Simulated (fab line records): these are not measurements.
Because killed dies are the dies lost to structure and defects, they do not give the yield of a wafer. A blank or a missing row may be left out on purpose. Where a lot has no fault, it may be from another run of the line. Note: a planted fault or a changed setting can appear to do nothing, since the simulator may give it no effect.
The tool behind it: which one? / flow sky130 / 13 lots with 39 wafers sampled at 3 steps, on a route of 708 steps

WHAT THE GAUGES SHOWED, per wafer
SKY_CAPM_THK_MEAS_04: measures by xrf. Usual: for CAPM_TIN_THK the level is 199.2 nm and the standard deviation is 2.8.
lot=L738; measured=day 36 07:04; on=film-metro-02; CAPM_TIN_THK (nm)=202.6 199.3 201.1; flag=
lot=L739; measured=day 36 09:47; on=film-metro-04; CAPM_TIN_THK (nm)=200.2 201.0 202.6; flag=
lot=L740; measured=day 37 02:19; on=film-metro-02; CAPM_TIN_THK (nm)=200.7 203.0 204.7; flag=
lot=L741; measured=day 37 15:34; on=film-metro-03; CAPM_TIN_THK (nm)=201.2 203.6 205.1; flag=
lot=L742; measured=day 38 08:18; on=film-metro-04; CAPM_TIN_THK (nm)=195.9 196.0 196.4; flag=
lot=L743; measured=day 38 05:58; on=film-metro-04; CAPM_TIN_THK (nm)=195.6 194.6 192.0; flag=
lot=L746; measured=day 39 01:46; on=film-metro-03; CAPM_TIN_THK (nm)=199.7 197.1 200.0; flag=
lot=L751; measured=day 40 18:43; on=film-metro-04; CAPM_TIN_THK (nm)=197.1 198.6 199.9; flag=
lot=L752; measured=day 40 20:10; on=film-metro-04; CAPM_TIN_THK (nm)=199.4 200.7 200.3; flag=
lot=L753; measured=day 41 03:00; on=film-metro-03; CAPM_TIN_THK (nm)=205.2 201.5 204.5; flag=
lot=L754; measured=day 41 11:23; on=film-metro-04; CAPM_TIN_THK (nm)=196.4 193.0 196.3; flag=
lot=L755; measured=day 42 10:22; on=film-metro-03; CAPM_TIN_THK (nm)=199.5 201.4 198.9; flag=
lot=L758; measured=day 42 10:58; on=film-metro-03; CAPM_TIN_THK (nm)=200.5 200.7 198.5; flag=

SKY_VIA3_CD_MEAS_12: target cd 200 nm. Usual: cd-nm 199.9 nm, standard deviation 1.5.
lot=L738; measured=day 39 13:26; on=cd-sem-02; cd-nm (nm)=200.4 198.6 198.3; flag=
lot=L739; measured=day 39 17:07; on=cd-sem-02; cd-nm (nm)=200.3 200.7 200.0; flag=
lot=L740; measured=day 40 07:50; on=cd-sem-02; cd-nm (nm)=198.0 197.9 197.4; flag=
lot=L741; measured=day 40 21:05; on=cd-sem-01; cd-nm (nm)=201.2 200.6 200.5; flag=
lot=L742; measured=day 41 12:19; on=cd-sem-02; cd-nm (nm)=200.9 201.4 201.7; flag=
lot=L743; measured=day 41 10:52; on=cd-sem-01; cd-nm (nm)=198.9 198.7 198.8; flag=
lot=L746; measured=day 42 03:59; on=cd-sem-02; cd-nm (nm)=197.1 198.3 197.7; flag=
lot=L751; measured=day 43 18:43; on=cd-sem-01; cd-nm (nm)=200.8 200.8 201.0; flag=
lot=L752; measured=day 43 19:31; on=cd-sem-01; cd-nm (nm)=200.8 201.7 200.8; flag=
lot=L753; measured=day 44 02:50; on=cd-sem-01; cd-nm (nm)=198.9 198.2 198.9; flag=
lot=L754; measured=day 44 10:59; on=cd-sem-01; cd-nm (nm)=201.1 199.8 198.2; flag=
lot=L755; measured=day 45 07:17; on=cd-sem-01; cd-nm (nm)=201.0 200.4 200.3; flag=
lot=L758; measured=day 45 09:13; on=cd-sem-02; cd-nm (nm)=199.9 199.0 197.9; flag=

WHAT TOOL EACH LOT RAN ON (gives the tool, then ch and the chambers of the sampled wafers, and finally the start)
lot=L738; SKY_VT_ADJUST_HVTR_STRIP_10=plasma-asher-01 ch 0,1, day 9 12:24
lot=L739; SKY_VT_ADJUST_HVTR_STRIP_10=plasma-asher-01 ch 0, day 9 14:56
lot=L740; SKY_VT_ADJUST_HVTR_STRIP_10=plasma-asher-01 ch 1, day 10 02:59
lot=L741; SKY_VT_ADJUST_HVTR_STRIP_10=plasma-asher-01 ch 0,1, day 10 11:53
lot=L742; SKY_VT_ADJUST_HVTR_STRIP_10=plasma-asher-01 ch 0,1, day 10 17:44
lot=L743; SKY_VT_ADJUST_HVTR_STRIP_10=plasma-asher-02 ch 1, day 11 00:51
lot=L746; SKY_VT_ADJUST_HVTR_STRIP_10=plasma-asher-04 ch 0,1, day 11 23:05
lot=L751; SKY_VT_ADJUST_HVTR_STRIP_10=plasma-asher-01 ch 0,1, day 13 10:47
lot=L752; SKY_VT_ADJUST_HVTR_STRIP_10=plasma-asher-02 ch 0,1, day 13 14:20
lot=L753; SKY_VT_ADJUST_HVTR_STRIP_10=plasma-asher-02 ch 0,1, day 14 02:16
lot=L754; SKY_VT_ADJUST_HVTR_STRIP_10=plasma-asher-04 ch 0,1, day 14 10:12
lot=L755; SKY_VT_ADJUST_HVTR_STRIP_10=plasma-asher-01 ch 0, day 15 07:47
lot=L758; SKY_VT_ADJUST_HVTR_STRIP_10=plasma-asher-01 ch 0, day 15 19:08
- SKY_VT_ADJUST_HVTR_STRIP_10: strips in O2/N2.

WHAT THE TOOLS THEMSELVES READ (means of the sampled wafers that have a number; where no wafer has one, the mark that the record gives instead)
SKY_VT_ADJUST_HVTR_STRIP_10. Usual: drypump-motor-current-A 5.58 A, standard deviation 0.23; oes-product-au 0.716 a.u., standard deviation 0.0041; strip-time-to-endpoint-s 14.20 s, standard deviation 0.039.
lot=L738; tool=plasma-asher-01; drypump-motor-current-A (A)=5.71; oes-product-au (a.u.)=0.720; strip-time-to-endpoint-s (s)=14.15; flag=
lot=L739; tool=plasma-asher-01; drypump-motor-current-A (A)=5.83; oes-product-au (a.u.)=0.718; strip-time-to-endpoint-s (s)=14.19; flag=
lot=L740; tool=plasma-asher-01; drypump-motor-current-A (A)=5.53; oes-product-au (a.u.)=0.716; strip-time-to-endpoint-s (s)=14.17; flag=
lot=L741; tool=plasma-asher-01; drypump-motor-current-A (A)=5.62; oes-product-au (a.u.)=0.710; strip-time-to-endpoint-s (s)=14.27; flag=
lot=L742; tool=plasma-asher-01; drypump-motor-current-A (A)=5.63; oes-product-au (a.u.)=0.713; strip-time-to-endpoint-s (s)=14.20; flag=
lot=L743; tool=plasma-asher-02; drypump-motor-current-A (A)=5.46; oes-product-au (a.u.)=0.717; strip-time-to-endpoint-s (s)=14.18; flag=
lot=L746; tool=plasma-asher-04; drypump-motor-current-A (A)=5.32; oes-product-au (a.u.)=0.717; strip-time-to-endpoint-s (s)=14.23; flag=
lot=L751; tool=plasma-asher-01; drypump-motor-current-A (A)=5.72; oes-product-au (a.u.)=0.713; strip-time-to-endpoint-s (s)=14.21; flag=
lot=L752; tool=plasma-asher-02; drypump-motor-current-A (A)=5.61; oes-product-au (a.u.)=0.717; strip-time-to-endpoint-s (s)=14.20; flag=
lot=L753; tool=plasma-asher-02; drypump-motor-current-A (A)=5.52; oes-product-au (a.u.)=0.719; strip-time-to-endpoint-s (s)=14.15; flag=
lot=L754; tool=plasma-asher-04; drypump-motor-current-A (A)=5.32; oes-product-au (a.u.)=0.719; strip-time-to-endpoint-s (s)=14.28; flag=
lot=L755; tool=plasma-asher-01; drypump-motor-current-A (A)=5.82; oes-product-au (a.u.)=0.715; strip-time-to-endpoint-s (s)=14.21; flag=
lot=L758; tool=plasma-asher-01; drypump-motor-current-A (A)=5.83; oes-product-au (a.u.)=0.713; strip-time-to-endpoint-s (s)=14.20; flag=

THE ANSWER, worked out from the rows above alone
Rule: lot off if the mean of its wafers having a number is beyond 3 standard deviations from the usual mean. Also off: a lot with no number at a reading for which 4 or more lots have one. Any other lot the step has rows for is counted as sound. Order of review: gauges by route order, followed by the tools' own readings, for which a lot's mean as printed above is used. The first step at which some lot is off is used, and at that step the reading that is off furthest; a lot without a number counts as furthest.
None of the lots is off at any reading shown; this tells nothing.

WHAT THE SIMULATOR PUT IN
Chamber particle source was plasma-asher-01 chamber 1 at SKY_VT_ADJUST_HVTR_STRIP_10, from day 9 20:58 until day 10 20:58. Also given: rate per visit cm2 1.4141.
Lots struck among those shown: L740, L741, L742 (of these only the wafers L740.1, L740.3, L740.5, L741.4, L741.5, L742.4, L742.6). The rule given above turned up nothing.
